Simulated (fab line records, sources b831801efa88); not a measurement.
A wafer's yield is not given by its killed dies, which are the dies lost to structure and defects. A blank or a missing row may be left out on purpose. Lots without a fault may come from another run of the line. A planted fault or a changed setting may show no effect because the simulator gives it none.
Code-filled problem report in 8D (eight disciplines) form	flow sfq line	the parts of the form that need people (team, actions taken, sign-off) are left out

## 1. THE ISSUE
M3_NB_RS at SFQ_M3_RS_MEAS_919 reads a mean of 0.591 ohm/sq on 1 wafer of 1 lot; wafers without a fault read 0.888 ohm/sq with a standard deviation of 0.0091. That puts it -33 standard deviations away from the usual mean.
The step: measures by four-point-probe.
First seen on wafer L605.5, day 31 22:56, on film metro-02. Wafers with a number at this step in the record: 39, from 13 lots. By rule, "out" or "out of limits" means more than 4 standard deviations away from the usual mean. Any other wafer with a number is counted as sound.

## 2. WHAT IT IS, AND WHAT IT ISN'T
question	is	is not
which readings at this step	M3_NB_RS	-
which lots	L605	L585, L586, L588, L590, L591, L592, L595, L596, L598, L606, L607, L608
which wafers of those lots	L605.5	L605.1, L605.2
read on which gauges	film metro-02	film metro-01, film metro-04
when	from day 31 22:56	up to then (29 sound wafers); but 9 sound wafers of L606, L607, L608 came after

## 3. SUSPECTS, AND WHAT RULES EACH OUT
Counting: if a tool at a process step up to the reading ran every lot that is out, it stays a suspect. Sound lots after the first of them don't rule it out here, since some wafers of a struck lot are sound.
- the gauge at SFQ_M3_RS_MEAS_919: ruled out. All the wafers that are out were read on film metro-02, but those of them that SFQ_TRILAYER_M3_ETCH_METAL_ETCH_078 has rows for are out there too, on other tools.
- pvd sputter-03 at SFQ_TRILAYER_M3_DEP_SPUTTER_073 (material Nb, target thk 200 nm, time 133.3 s): kept. The lot that is out, L605, ran on it at day 31 22:51; the last sound lot it ran before that was L592, at day 26 06:49.
After counting, what remains is pvd sputter-03 at SFQ_TRILAYER_M3_DEP_SPUTTER_073.

## 4. THE CAUSE (what the simulator had put in)
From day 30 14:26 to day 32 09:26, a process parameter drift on pvd sputter-03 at SFQ_TRILAYER_M3_DEP_SPUTTER_073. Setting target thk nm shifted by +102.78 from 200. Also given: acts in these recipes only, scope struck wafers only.
Only this tool survived the counting.

## 5. SEQUENCE OF EFFECTS, ordered by route
One row per reading whose mean, taken over the struck wafers that have a number, lies over 3 standard deviations from the usual. Readings are gone through only where the record gives a usual standard deviation; hours: the median, over the lots, of the time from a lot's start at the first step in this table giving one to that lot's start at this step; sigmas: the change measured in usual standard deviations.
hours	step	reading	usual	on struck wafers	change	sigmas
0	SFQ_M3_RS_MEAS_919	M3_NB_RS	0.888 ohm/sq	0.591	-0.297	-33
143	SFQ_TRILAYER_M3_ETCH_METAL_ETCH_078	oes product au	0.895 a.u.	1.003	+0.108	+16
Process steps it contains:
- SFQ_TRILAYER_M3_ETCH_METAL_ETCH_078: etches Nb in Cl2/Ar, stops on SiO2, target depth 240 nm, time 120 s.

## 6. HOW IT WOULD HAVE BEEN CAUGHT EARLIER
In this record the first reading out of limits at a measuring or inspecting step was taken at day 31 22:56, 33 hours after the fault began at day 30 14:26.
An alarm limit of 4 standard deviations would not have fired on the tool readings at SFQ_TRILAYER_M3_DEP_SPUTTER_073 for which the record gives a usual standard deviation, since none of them was out on any struck wafer.
All the lots that are out (1) had begun SFQ_TRILAYER_M3_DEP_SPUTTER_073 on pvd sputter-03 by day 31 22:56. None of them would have been spared by holding the tool at that moment.
